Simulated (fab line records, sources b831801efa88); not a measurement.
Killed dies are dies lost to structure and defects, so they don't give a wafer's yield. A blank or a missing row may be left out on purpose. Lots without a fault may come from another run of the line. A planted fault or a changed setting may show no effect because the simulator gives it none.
fab line records | flow sky130
record lots=6 wafers=18 last_day=50
route steps=708 shown METAL4@635 VIA4@639 PAD_OPEN@708
lots that met no fault: from a run of the same line without faults
start_h: hours from the record's first day to the start of the lot's first wafer shown | wait_h: hours since the lot's step before | " the same as in the row above | L1.1+2: a row that stands for several wafers | - no value, or no start given | * or withheld: withheld | < > ~ a bound
route shown NAME@n: a module of which the file shows steps, and the number in the route of the first | usual: mean/standard deviation of fault-free wafers | same: alike in all rows | chamber/n: place in a boat | sites: the reading at each site | _std_site: their standard deviation | _edge_site: outer sites' mean less inner sites' | radius_mm: how far each site lies from the wafer's centre | mask NAME#n: copy n | behind: the tool/chamber that last shaped the wafer | hold: why the lot was held/for how many hours/how that ended | device: the transistor (n, p or np) that didn't switch | end of line: the same wafers' tests at the end of the route | a step without rows: its recipe alone | killed: dies lost to structure and defects at the first sort, not the wafer's yield | map: a wafer's dies, x killed, . not, _ none there
set.NAME: the setting as run; set.NAME@STEP: as run at that earlier step | model.NAME: the simulator's own value behind a step, which no gauge read
lots at some steps of the route; a table a step, a row a wafer
services: from which hour (start_h, from the record's first day; less than 0 if before it) a tool's chamber was out of use, for how many hours, and why
## steps
# step SKY_METAL4_STRIP_19
# recipe chemistry=O2/N2 power_w=1400 pressure_mtorr=1500 platen_temp_c=withheld o2_flow_sccm=3000 n2_flow_sccm=300 overash_fraction=0.5
# usual chamber_pressure_mTorr=1500.2/1.3 drypump_motor_current_A=5.7/0.55 n2_flow_sccm=299.8/0.99 o2_flow_sccm=3000/10 oes_product_au=0.500/0.0054 strip_time_to_endpoint_s=6.46/0.079
# columns lot.wafer tool chamber start_h wait_h chamber_pressure_mTorr drypump_motor_current_A n2_flow_sccm o2_flow_sccm oes_product_au rf_hours_counter_h strip_time_to_endpoint_s
L870.2 plasma_asher-01 0 989.61 0.1 1499.1 6.3 298.5 2997 0.501 20 6.52
L870.3 " 1 " " 1499.6 6.1 300.3 3003 0.497 - 6.33
L870.4 " 0 " " 1500.6 6.3 300.4 2998 0.505 - 6.44
L878.3 plasma_asher-02 0 1037.35 0.1 1499.4 5.4 298.5 2993 0.503 - 6.39
L878.5 " 1 " " 1501.7 4.8 300.6 3008 0.500 - 6.38
L878.6 " 0 " " 1500.5 5.4 299.5 3004 0.496 - 6.41
L884.4 plasma_asher-01 1 1085.29 0.1 1499.7 6.1 301.1 2985 0.500 - 6.42
L884.5 " 1 " " 1501.2 6.1 300.5 2975 0.495 - 6.39
L884.6 " 0 " " 1500.7 6.3 299.4 2991 0.486 - 6.36
L885.2 plasma_asher-03 1 1086.95 0.1 1501.5 5.3 298.8 3001 0.491 99 6.42
L885.3 " 0 " " 1499.3 6.2 298.5 3002 0.495 - 6.44
L885.4 " 1 " " 1499.7 5.3 299.1 3020 0.502 - 6.56
L889.3 plasma_asher-01 0 1105.93 0.1 1498.8 6.3 299.0 3004 0.497 - 6.40
L889.5 " 1 " " 1498.8 6.1 300.6 2996 0.501 - 6.39
L889.6 " 0 " " 1497.1 6.3 299.1 2998 0.492 - 6.40
L892.1 plasma_asher-03 1 1123.17 0.1 1501.0 5.3 301.0 2982 0.508 102 6.50
L892.3 " 0 " " 1498.5 6.2 298.8 2992 0.509 - 6.51
L892.6 " 0 " " 1500.9 6.2 299.8 2993 0.494 - 6.43
# step SKY_METAL4_STRIP_20
# recipe chemistry=post_etch_residue_remover time_s=1200 temp_c=72.5
# step SKY_METAL4_CLEAN_21
# recipe chemistry=IPA time_s=180 temp_c=25
# step SKY_METAL4_CLEAN_22
# recipe chemistry=O3/DIW dry=n2_spin
# step SKY_VIA4_HDPCVD_00
# recipe material=SiO2 target_thk_nm=1750 sigma_open_frac=0.3 time_s=291.7 temp_c=400 sih4_flow_sccm=60 pressure_mtorr=6
# step SKY_VIA4_THK_MEAS_01
# recipe reads=SiO2_of_VIA4_HDPCVD_00
# usual VIA4_HDPCVD_THK=1729/17
# columns lot.wafer tool chamber start_h wait_h VIA4_HDPCVD_THK[nm]
L870.2 film_metro-01 - 990.46 0.1 1719
L870.3 " - " " 1735
L870.4 " - " " 1727
L878.3 film_metro-03 - 1038.15 0.1 1707
L878.5 " - " " 1710
L878.6 " - " " 1714
L884.4 film_metro-01 - 1086.06 0.0 1716
L884.5 " - " " 1694
L884.6 " - " " 1728
L885.2 film_metro-02 - 1087.77 0.1 1722
L885.3 " - " " 1741
L885.4 " - " " 1726
L889.3 film_metro-01 - 1106.69 0.1 1742
L889.5 " - " " 1734
L889.6 " - " " 1747
L892.1 film_metro-03 - 1123.94 0.1 1715
L892.3 " - " " 1710
L892.6 " - " " 1723
# step SKY_VIA4_CMP_02
# recipe material=SiO2 down_force_psi=4 platen_rpm=60 pad_velocity_m_s=0.94248
# usual motor_current_A=12.4/0.86 platen_rpm=60.00/0.04 slurry_filter_dp_kPa=13.51/0.14
# columns lot.wafer tool chamber start_h wait_h motor_current_A platen_rpm slurry_filter_dp_kPa
L870.2 cmp-01 1 990.66 0.2 11.5 59.97 13.52
L870.4 " 2 " " 12.7 59.97 13.48
L870.3 " 0 " " 12.1 59.94 13.47
L878.3 cmp-02 1 1038.24 0.1 12.1 59.94 13.29
L878.5 " 0 " " 11.6 59.98 13.29
L878.6 " 1 " " 12.1 60.07 13.40
L884.4 cmp-02 0 1090.10 4.0 11.7 60.03 13.44
L884.5 " 2 " " 13.4 60.01 13.62
L884.6 " 3 " " 13.9 60.01 13.34
L885.2 cmp-01 1 1091.34 3.6 12.0 59.96 13.66
L885.4 " 3 " " 11.7 60.01 13.47
L885.3 " 0 " " 12.6 60.00 13.42
L889.3 cmp-02 1 1106.88 0.2 11.6 59.91 13.58
L889.5 " 2 " " 12.8 60.02 13.37
L889.6 " 3 " " 13.6 59.99 13.99
L892.3 cmp-01 2 1124.05 0.1 12.2 60.03 13.44
L892.1 " 0 " " 12.3 60.01 13.35
L892.6 " 2 " " 12.1 60.01 13.86
# step SKY_VIA4_BOW_MEAS_03
# recipe mode=bow
# usual VIA4_BOW=81/8.3
# columns lot.wafer tool chamber start_h wait_h VIA4_BOW[um]
L870.2 film_metro-03 - 990.98 0.3 90
L870.3 " - " " 94
L870.4 " - " " 90
L878.3 film_metro-01 - 1038.53 0.2 84
L878.5 " - " " 85
L878.6 " - " " 82
L884.4 film_metro-01 - 1090.36 0.2 100
L884.5 " - " " 74
L884.6 " - " " 77
L885.2 film_metro-02 - 1091.66 0.3 66
L885.3 " - " " 72
L885.4 " - " " 79
L889.3 film_metro-01 - 1107.07 0.1 77
L889.5 " - " " 85
L889.6 " - " " 67
L892.1 film_metro-02 - 1124.30 0.1 74
L892.3 " - " " 71
L892.6 " - " " 80
# step SKY_VIA4_DEHYDRATE_04
# recipe temp_c=200 time_s=60
# step SKY_VIA4_HMDS_05
# recipe prime_time_s=60 prime_temp_c=120
# step SKY_VIA4_COAT_06
# recipe resist=NOVOLAK spin_rpm=3000 resist_thk_nm=1140
# step SKY_VIA4_SOFTBAKE_07
# recipe temp_c=90 time_s=57.09 resist=NOVOLAK
# step SKY_VIA4_EXPOSE_08
# recipe mask_id=VIM4 na=0.6 source_shape=conventional sigma_outer=0.6 polarization=unpolarized target_cd_nm=800 dose_mj=132
# same sigma_outer=0.6
# columns lot.wafer tool chamber start_h wait_h mask
L870.2+3+4 iline_stepper-02 0 1002.41 - VIM4#0
L878.3+5+6 iline_stepper-01 0 1048.64 - VIM4#0
L884.4+5+6 iline_stepper-01 0 1097.84 - VIM4#0
L885.2+3+4 iline_stepper-01 0 1100.15 - VIM4#0
L889.3+5+6 iline_stepper-01 0 1116.52 - VIM4#0
L892.1+3+6 iline_stepper-01 0 1133.92 - VIM4#0
# step SKY_VIA4_PEB_09
# recipe temp_c=withheld time_s=* resist=NOVOLAK
# step SKY_VIA4_DEVELOP_10
# recipe resist=NOVOLAK developer=TMAH develop_time_s=60 dev_temp_c=23
# step SKY_VIA4_OVL_MEAS_11
# usual VIA4_OVL=-0.3/1.5
# columns lot.wafer tool chamber start_h wait_h VIA4_OVL[nm]
L870.2 overlay-02 - 1014.93 0.1 -2.6
L870.3 " - " " 0.8
L870.4 " - " " 0.2
L878.3 overlay-02 - 1060.54 0.1 -1.5
L878.5 " - " " -2.9
L878.6 " - " " -2.9
L884.4 overlay-02 - 1109.30 0.1 0.2
L884.5 " - " " 0.2
L884.6 " - " " -1.5
L885.2 overlay-02 - 1110.87 0.1 2.4
L885.3 " - " " 1.8
L885.4 " - " " 2.1
L889.3 overlay-01 - 1126.59 0.1 1.0
L889.5 " - " " 1.7
L889.6 " - " " 1.7
L892.1 overlay-01 - 1142.33 0.1 -0.5
L892.3 " - " " 0.5
L892.6 " - " " -1.4
# step SKY_VIA4_ETCH_12
# recipe target=SiO2 chemistry=C4F8/O2/Ar stop_on=TiN mask_material=NOVOLAK source_w=1500 bias_w=1200 pressure_mtorr=40 c4f8_flow_sccm=withheld O2_flow_sccm=6 Ar_flow_sccm=300 time_s=withheld target_depth_a=5800
# usual chamber_pressure_mTorr=40.00/0.037 oes_product_au=0.926/0.0045
# columns lot.wafer tool chamber start_h wait_h chamber_pressure_mTorr oes_product_au model.VIA4.cd_nm
L870.2 rie_diel-01 2 1014.96 0.0 40.02 0.937 801.7
L870.3 " 0 " " 39.99 0.920 801.7
L870.4 " 3 " " 39.97 0.919 800.4
L878.3 rie_diel-01 0 1060.56 0.0 39.95 0.934 797.3
L878.5 " 1 " " 39.99 0.927 798.4
L878.6 " 2 " " 39.98 0.928 798.4
L884.4 rie_diel-04 0 1109.35 0.0 39.97 0.918 803.5
L884.5 " 2 " " 39.94 0.921 803.8
L884.6 " 3 " " 40.04 0.934 803.4
L885.2 rie_diel-04 3 1110.90 0.0 39.98 0.920 799.6
L885.3 " 0 " " 39.98 0.923 799.8
L885.4 " 3 " " 39.97 0.930 799.9
L889.3 rie_diel-01 1 1126.62 0.0 39.95 0.929 829.8
L889.5 " 2 " " 39.94 0.933 821.8
L889.6 " 1 " " 39.99 0.925 834.4
L892.1 rie_diel-02 2 1142.37 0.0 40.03 0.927 823.6
L892.3 " 1 " " 39.96 0.926 819
L892.6 " 0 " " 39.97 0.927 840.1
# step SKY_VIA4_STRIP_13
# recipe chemistry=O2/N2 power_w=1400 pressure_mtorr=1500 platen_temp_c=withheld o2_flow_sccm=3000 n2_flow_sccm=300 overash_fraction=0.5
# usual chamber_pressure_mTorr=1500.1/1.4 drypump_motor_current_A=5.4/0.45 n2_flow_sccm=299.9/0.9 o2_flow_sccm=3001/9.9 oes_product_au=0.709/0.0048 strip_time_to_endpoint_s=12.81/0.038
# columns lot.wafer tool chamber start_h wait_h chamber_pressure_mTorr drypump_motor_current_A n2_flow_sccm o2_flow_sccm oes_product_au rf_hours_counter_h strip_time_to_endpoint_s
L870.2 plasma_asher-04 0 1015.04 - 1501.8 5.4 300.2 3000 0.709 60 12.81
L870.3 " 1 " " 1499.6 5.8 298.8 2995 0.708 - 12.83
L870.4 " 0 " " 1498.8 5.4 300.8 3003 0.707 - 12.86
L878.3 plasma_asher-04 1 1060.67 - 1500.0 5.8 300.3 2997 0.708 - 12.84
L878.5 " 0 " " 1499.3 5.4 300.3 3017 0.711 - 12.80
L878.6 " 1 " " 1500.1 5.8 300.5 2979 0.708 - 12.83
L884.4 plasma_asher-02 0 1109.42 - 1500.2 5.4 300.0 3004 0.712 - 12.79
L884.5 " 0 " " 1501.5 5.5 298.0 3002 0.709 - 12.83
L884.6 " 1 " " 1498.6 4.8 300.0 2987 0.715 - 12.79
L885.2 plasma_asher-02 0 1110.98 - 1497.6 5.5 298.5 3008 0.709 4 12.84
L885.3 " 1 " " 1500.9 4.8 299.0 3005 0.703 - 12.76
L885.4 " 0 " " 1498.9 5.5 300.0 3007 0.706 - 12.82
L889.3 plasma_asher-03 0 1126.72 - 1500.8 6.2 298.7 3008 0.699 - 12.81
L889.5 " 1 " " 1500.9 5.3 297.4 3015 0.709 - 12.78
L889.6 " 0 " " 1498.9 6.2 299.6 2994 0.711 - 12.74
L892.1 plasma_asher-03 1 1142.44 - 1500.9 5.3 301.4 3011 0.710 104 12.87
L892.3 " 1 " " 1502.1 5.3 300.1 3007 0.714 - 12.95
L892.6 " 0 " " 1499.7 6.2 300.9 2981 0.718 - 12.88
# step SKY_PAD_OPEN_PROBE_99
# usual defect_limited_yield=82.9/1.8 killed_at_M0_to_M3=42/7.2 killed_at_M4_up=3.2/1.8 killed_at_contacts=24/5.4 killed_at_front_end=15/4 killed_at_other=0.3/0.59 killed_dies=84/9 killed_open=46/7.1 killed_short=38/6 sort_bin_3_pad_short=0.8/0.41 sort_bin_5_function=10.1/1.3 sort_bin_6_memory=6.3/1.2 sort_n_pass=408/9 sort_yield_pct=82.9/1.8
# same gross_dies=492 killed_at_back_side=0 sort_bin_4_leakage[%]=0 sort_bin_8_speed[%]=0
# columns lot.wafer tool chamber start_h wait_h defect_limited_yield[%] killed_at_M0_to_M3 killed_at_M4_up killed_at_contacts killed_at_front_end killed_at_other killed_dies killed_open killed_short sort_bin_3_pad_short[%] sort_bin_5_function[%] sort_bin_6_memory[%] sort_n_pass sort_yield_pct[%] model.etest.via3_chain.rc_ohm model.etest.via4_chain.rc_ohm model.etest.met4.line_ohm_um model.etest.met4.rs_ohm_sq
L870.2 prober-01 - 1087.50 0.1 82.3 47 2 22 15 1 87 44 42 1.0 11.0 5.7 405 82.3 9.496 0.7687 0.1418 0.04266
L870.3 prober-01 - 1087.55 0.2 82.1 31 3 33 21 0 88 55 33 1.0 10.8 6.1 404 82.1 9.909 0.7766 0.1451 0.04262
L870.4 prober-01 - 1087.60 0.2 84.8 38 5 18 14 0 75 33 42 2.0 7.7 5.5 417 84.8 9.893 0.7721 0.143 0.04236
L878.3 prober-01 - 1128.66 0.2 82.1 41 4 24 19 0 88 44 44 0.4 9.8 7.7 404 82.1 9.584 0.832 0.1426 0.04209
L878.5 prober-01 - 1128.76 0.2 78.9 44 2 32 26 0 104 52 50 0.4 12.4 8.3 388 78.9 9.657 0.8059 0.1415 0.04215
L878.6 prober-01 - 1128.81 0.2 83.3 39 6 25 12 0 82 39 43 1.0 10.2 5.5 410 83.3 9.906 0.7906 0.1432 0.04244
L884.4 prober-01 - 1168.99 0.2 82.7 46 4 22 13 0 85 46 39 1.0 11.6 4.7 407 82.7 9.929 0.7878 0.1404 0.04246
L884.5 prober-01 - 1169.04 0.2 82.7 40 2 26 16 1 85 42 43 0.6 10.6 6.1 407 82.7 9.739 0.8253 0.1431 0.0424
L884.6 prober-01 - 1169.09 0.2 81.3 44 4 22 22 0 92 39 53 1.2 12.0 5.5 400 81.3 10.13 0.7966 0.1389 0.04251
L885.2 prober-02 - 1171.18 0.1 84.3 39 2 21 14 1 77 37 38 0.8 9.6 5.3 415 84.3 9.221 0.8278 0.14 0.04253
L885.3 prober-02 - 1171.23 0.2 85.0 32 3 25 14 0 74 39 34 1.0 8.9 5.1 418 85.0 9.642 0.8221 0.1444 0.04291
L885.4 prober-02 - 1171.28 0.2 83.3 47 4 18 13 0 82 42 40 1.2 9.3 6.1 410 83.3 9.398 0.7923 0.1403 0.04224
L889.3 prober-02 - 1182.91 0.2 81.3 45 2 29 14 2 92 61 30 0.6 10.6 7.5 400 81.3 9.371 0.7559 0.1465 0.0441
L889.5 prober-02 - 1183.01 0.2 84.1 38 5 26 9 0 78 39 39 0.2 9.3 6.3 414 84.1 9.514 0.7748 0.1448 0.04408
L889.6 prober-02 - 1183.06 0.2 84.3 34 6 19 18 0 77 41 36 0.4 8.5 6.7 415 84.3 9.261 0.7632 0.149 0.04442
L892.1 prober-01 - 1197.27 0.1 83.1 44 5 17 17 0 83 44 39 1.2 8.1 7.5 409 83.1 9.593 0.7633 0.1411 0.04271
L892.3 prober-01 - 1197.37 0.2 79.7 42 2 38 18 0 100 49 50 0.8 12.4 7.1 392 79.7 9.567 0.7946 0.1403 0.0421
L892.6 prober-01 - 1197.52 0.2 80.9 43 3 33 15 0 94 52 42 1.0 11.8 6.3 398 80.9 9.022 0.7363 0.1383 0.0423
# killed by level:class
L870.2 VIA1:geometric_particle:open=12 CONTACT:geometric_particle:open=10 VIA2:geometric_particle:open=6 FIELD_ISO:geometric_particle:open=5 LOCAL_INTERCONNECT:geometric_particle:short=5 METAL2:geometric_particle:short=5 METAL3:geometric_particle:short=5 VIA3:geometric_particle:short=5
L870.3 CONTACT:geometric_particle:open=14 POLY_GATE:geometric_particle:open=8 LI_CONTACT:geometric_particle:open=8 VIA1:geometric_particle:open=7 VIA3:geometric_particle:open=6 POLY_GATE:geometric_particle:short=5 LI_CONTACT:geometric_particle:short=4 FIELD_ISO:geometric_particle:short=3
L870.4 VIA1:geometric_particle:open=8 CONTACT:geometric_particle:short=6 CONTACT:geometric_particle:open=6 VIA1:geometric_particle:short=5 METAL4:geometric_particle:short=5 FIELD_ISO:geometric_particle:short=4 POLY_GATE:geometric_particle:open=4 LI_CONTACT:geometric_particle:short=4
L878.3 VIA1:geometric_particle:open=13 CONTACT:geometric_particle:short=9 VIA2:geometric_particle:short=7 FIELD_ISO:geometric_particle:open=6 CONTACT:geometric_particle:open=6 VIA3:geometric_particle:open=5 POLY_GATE:geometric_particle:open=4 VIA1:geometric_particle:short=4
L878.5 VIA1:geometric_particle:open=13 FIELD_ISO:geometric_particle:short=8 CONTACT:geometric_particle:open=8 FIELD_ISO:geometric_particle:open=7 CONTACT:geometric_particle:short=7 VIA1:geometric_particle:short=7 VIA3:geometric_particle:open=7 LI_CONTACT:geometric_particle:open=6
L878.6 CONTACT:geometric_particle:open=8 VIA1:geometric_particle:open=7 LI_CONTACT:geometric_particle:open=6 VIA1:geometric_particle:short=6 METAL4:geometric_particle:short=6 VIA3:geometric_particle:short=6 VIA2:geometric_particle:open=5 LI_CONTACT:geometric_particle:short=4
L884.4 VIA1:geometric_particle:open=10 CONTACT:geometric_particle:open=9 VIA2:geometric_particle:open=7 METAL2:geometric_particle:short=6 METAL1:geometric_particle:short=5 VIA1:geometric_particle:short=5 FIELD_ISO:geometric_particle:open=4 POLY_GATE:geometric_particle:open=4
L884.5 VIA1:geometric_particle:open=11 CONTACT:geometric_particle:open=9 LOCAL_INTERCONNECT:geometric_particle:short=7 METAL3:geometric_particle:short=6 FIELD_ISO:geometric_particle:open=5 METAL1:geometric_particle:short=5 CONTACT:geometric_particle:short=5 VIA2:geometric_particle:open=5
L884.6 METAL1:geometric_particle:short=13 VIA1:geometric_particle:open=9 FIELD_ISO:geometric_particle:short=7 CONTACT:geometric_particle:open=7 LOCAL_INTERCONNECT:geometric_particle:short=6 VIA1:geometric_particle:short=6 POLY_GATE:geometric_particle:short=5 LI_CONTACT:geometric_particle:open=5
L885.2 VIA1:geometric_particle:open=8 CONTACT:geometric_particle:open=8 METAL2:geometric_particle:short=8 CONTACT:geometric_particle:short=6 METAL1:geometric_particle:short=6 VIA2:geometric_particle:open=6 VIA3:geometric_particle:open=5 FIELD_ISO:geometric_particle:short=4
L885.3 CONTACT:geometric_particle:open=10 VIA3:geometric_particle:open=8 LI_CONTACT:geometric_particle:open=7 VIA1:geometric_particle:open=7 FIELD_ISO:geometric_particle:short=5 VIA2:geometric_particle:short=5 METAL2:geometric_particle:short=5 FIELD_ISO:geometric_particle:open=4
L885.4 VIA1:geometric_particle:open=13 LI_CONTACT:geometric_particle:open=6 METAL2:geometric_particle:short=5 VIA3:geometric_particle:open=5 METAL1:geometric_particle:short=5 METAL3:geometric_particle:short=5 VIA2:geometric_particle:open=4 CONTACT:geometric_particle:open=4
L889.3 VIA3:geometric_particle:open=12 VIA1:geometric_particle:open=11 LI_CONTACT:geometric_particle:open=10 CONTACT:geometric_particle:open=9 VIA2:geometric_particle:open=6 LOCAL_INTERCONNECT:geometric_particle:short=5 VIA1:geometric_particle:short=5 FIELD_ISO:geometric_particle:open=4
L889.5 CONTACT:geometric_particle:open=12 VIA1:geometric_particle:open=7 VIA1:geometric_particle:short=5 VIA2:geometric_particle:open=5 FIELD_ISO:geometric_particle:short=4 LI_CONTACT:geometric_particle:open=4 LOCAL_INTERCONNECT:geometric_particle:short=4 METAL1:geometric_particle:short=4
L889.6 VIA1:geometric_particle:open=8 CONTACT:geometric_particle:open=7 VIA3:geometric_particle:open=7 METAL1:geometric_particle:short=5 FIELD_ISO:geometric_particle:open=4 FIELD_ISO:geometric_particle:short=4 POLY_GATE:geometric_particle:short=4 LOCAL_INTERCONNECT:geometric_particle:short=4
L892.1 VIA1:geometric_particle:open=10 VIA3:geometric_particle:open=9 METAL2:geometric_particle:short=7 FIELD_ISO:geometric_particle:open=6 CONTACT:geometric_particle:short=6 FIELD_ISO:geometric_particle:short=5 VIA2:geometric_particle:open=5 LI_CONTACT:geometric_particle:open=5
L892.3 CONTACT:geometric_particle:open=15 VIA1:geometric_particle:open=9 VIA1:geometric_particle:short=7 LI_CONTACT:geometric_particle:short=7 LI_CONTACT:geometric_particle:open=7 METAL2:geometric_particle:short=6 LOCAL_INTERCONNECT:geometric_particle:short=6 VIA2:geometric_particle:open=6
L892.6 LI_CONTACT:geometric_particle:open=10 CONTACT:geometric_particle:open=9 METAL2:geometric_particle:short=8 FIELD_ISO:geometric_particle:open=6 LOCAL_INTERCONNECT:geometric_particle:short=6 VIA1:geometric_particle:open=6 VIA3:geometric_particle:open=6 VIA2:geometric_particle:open=5
## services
# columns tool chamber start_h hours kind
iline_stepper-01 - 969.15 7.9 repair
rie_diel-01 0 983.73 2.6 repair
rie_diel-04 3 991.62 8.3 repair
rie_diel-01 0 1008.23 3.6 repair
plasma_asher-03 - 1012.01 1.4 repair
cmp-01 - 1019.73 1.0 repair
cmp-01 - 1029.96 1.0 repair
cmp-02 - 1032.68 4.8 repair
plasma_asher-03 - 1034.58 5.4 repair
cmp-01 - 1048.72 6.0 pm
rie_diel-04 - 1050.56 28.1 pm
plasma_asher-02 - 1055.25 9.0 pm
cmp-01 - 1059.60 0.3 repair
plasma_asher-01 - 1063.15 4.8 repair
cmp-02 - 1072.71 2.6 repair
plasma_asher-01 - 1075.30 5.4 repair
cmp-01 - 1083.59 0.2 repair
cmp-01 - 1083.76 6.4 repair
cmp-02 - 1084.20 4.0 pm
rie_diel-04 1 1084.48 26.8 repair
iline_stepper-01 - 1087.11 7.2 repair
iline_stepper-01 - 1098.31 1.7 pm
rie_diel-04 - 1101.76 2.8 pm
cmp-02 - 1125.23 2.0 repair
## key
first_sign none at tools or gauges
model_effect step=SKY_VIA4_ETCH_12 value=VIA4.cd_nm without=798.4 struck=828.1
model_effect step=SKY_PAD_OPEN_PROBE_99 value=etest.via3_chain.rc_ohm without=9.676 struck=9.388
met_at SKY_VIA4_EXPOSE_08
struck_wafers L889.3,L889.5,L889.6,L892.1,L892.3,L892.6
onset_between 1100.15 1116.52
also_fits time
earlier_fault kind=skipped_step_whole tool=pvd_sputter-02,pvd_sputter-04 chamber=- onset_h=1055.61 steps=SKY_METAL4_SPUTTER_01 scope=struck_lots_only
fault kind=process_parameter_drift tool=iline_stepper-01 chamber=- onset_h=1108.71 steps=SKY_VIA4_EXPOSE_08 channel=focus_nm offset=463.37 spread_by_wafer=0.3 shape=step
